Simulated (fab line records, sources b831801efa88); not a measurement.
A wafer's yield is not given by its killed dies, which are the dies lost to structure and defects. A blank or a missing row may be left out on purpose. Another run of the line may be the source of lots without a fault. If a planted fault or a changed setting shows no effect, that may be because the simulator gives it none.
Which tool did it?	flow gf180mcu	14 lots with 42 wafers sampled at 3 steps, on a route of 602 steps

== WHAT THE GAUGES READ, wafer by wafer ==
GF_VT_IMPLANT_OVL_MEAS_40. Usual: VT_IMPLANT_03_OVL gives -0.8 nm (standard deviation 1.2).
lot	measured	on	VT_IMPLANT_03_OVL (nm)	flag
L303	day 7 11:58	overlay-02	-0.1 0.9 -0.8	
L304	day 7 18:55	overlay-02	-2.2 -2.9 -1.8	
L305	day 8 01:19	overlay-01	-0.2 1.6 1.0	
L306	day 8 07:57	overlay-02	-0.1 0.1 -0.8	
L307	day 8 15:01	overlay-02	-1.0 -0.4 -1.5	
L308	day 8 21:55	overlay-01	-1.0 0.8 1.8	
L309	day 9 06:31	overlay-01	0.5 1.0 1.4	
L310	day 9 09:42	overlay-01	-2.6 -1.7 -0.5	
L313	day 10 06:45	overlay-01	-1.1 -1.2 0.6	
L314	day 10 13:15	overlay-01	-1.3 0.6 0.0	
L315	day 10 22:13	overlay-02	-1.4 1.1 -1.3	
L316	day 11 04:12	overlay-01	-2.3 -3.2 -2.4	
L317	day 11 09:19	overlay-02	-2.5 -2.5 -2.0	
L326	day 13 23:57	overlay-01	-0.9 -1.5 -1.0	

GF_POLY_GATE_CD_MEAS_10 targets a cd of 280 nm. Usual: cd nm reads 279.9 nm (standard deviation 1).
lot	measured	on	cd nm (nm)	flag
L303	day 9 01:50	cd sem-01	280.7 280.0 278.5	
L304	day 9 11:27	cd sem-01	280.5 280.7 279.3	
L305	day 9 18:41	cd sem-01	280.5 281.8 281.5	
L306	day 9 23:33	cd sem-01	278.2 279.3 278.6	
L307	day 10 08:16	cd sem-02	280.4 280.2 279.7	
L308	day 10 16:30	cd sem-02	279.1 279.1 280.0	
L309	day 11 00:01	cd sem-02	279.0 279.0 279.2	
L310	day 11 02:29	cd sem-02	279.0 279.6 280.2	
L313	day 12 01:46	cd sem-02	280.5 281.2 281.8	
L314	day 12 10:37	cd sem-01	280.1 281.9 281.7	
L315	day 12 21:29	cd sem-01	280.1 279.2 279.8	
L316	day 13 00:37	cd sem-02	203.3 247.9 189.5 203.2 247.8 189.6	OFF
L317	day 13 07:05	cd sem-02	271.9 191.7 240.6 272.1 191.9 240.6	OFF
L326	day 16 02:04	cd sem-02	278.6 278.6 278.2	

== EACH LOT AND THE TOOL THAT RAN IT (in order: tool; ch and the chambers of the sampled wafers; start) ==
lot	GF_POLY_GATE_EXPOSE_07
L303	krf scanner-01 ch 0, day 8 17:56
L304	krf scanner-02 ch 0, day 9 02:35
L305	krf scanner-01 ch 0, day 9 10:14
L306	krf scanner-02 ch 0, day 9 15:01
L307	krf scanner-02 ch 0, day 9 23:23
L308	krf scanner-02 ch 0, day 10 08:04
L309	krf scanner-01 ch 0, day 10 15:19
L310	krf scanner-01 ch 0, day 10 17:11
L313	krf scanner-02 ch 0, day 11 16:11
L314	krf scanner-02 ch 0, day 12 01:20
L315	krf scanner-02 ch 0, day 12 11:16
L316	krf scanner-02 ch 0, day 12 14:35
L317	krf scanner-02 ch 0, day 12 21:17
L326	krf scanner-01 ch 0, day 15 15:01
- GF_POLY_GATE_EXPOSE_07: exposes mask Poly2, target cd 280 nm.

== AS READ BY THE TOOLS THEMSELVES (means over the sampled wafers that have a number; for cases with no such wafer, the mark the record gives instead) ==
The record holds no such reading with a usual standard deviation.

== THE ANSWER, worked out from the rows above alone ==
Rule: a lot is off if the mean of its wafers that have a number lies more than 3 standard deviations from the usual mean. A lot without any number at a reading at which 4 lots or more have one is off too. All remaining lots with rows at the step are treated as sound. Order of review: gauges by route order, followed by the tools' own readings, for which a lot's mean as printed above is used. The first step at which some lot is off is used, and at that step the reading that is off furthest; a lot without a number counts as furthest.
Off at GF_POLY_GATE_CD_MEAS_10 (cd nm): L316, L317.
A tool fits if, at a process step before that reading, it ran every lot that is off, and no sound lot after the first of them. Gauges at GF_POLY_GATE_CD_MEAS_10: tried the same way as those tools. One fits: GF_POLY_GATE_EXPOSE_07 on krf scanner-02. Its last sound lot is L315 (day 12 11:16), its first lot that is off L316 (day 12 14:35): a fault that began between those two fits.

== WHAT THE SIMULATOR HAD INSERTED ==
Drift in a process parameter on krf scanner-02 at GF_POLY_GATE_EXPOSE_07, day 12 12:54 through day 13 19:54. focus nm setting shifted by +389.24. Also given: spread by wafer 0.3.
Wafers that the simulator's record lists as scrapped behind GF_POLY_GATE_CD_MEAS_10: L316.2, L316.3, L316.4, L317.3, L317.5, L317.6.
Lots struck among those shown: L316, L317. The rule above found the same.
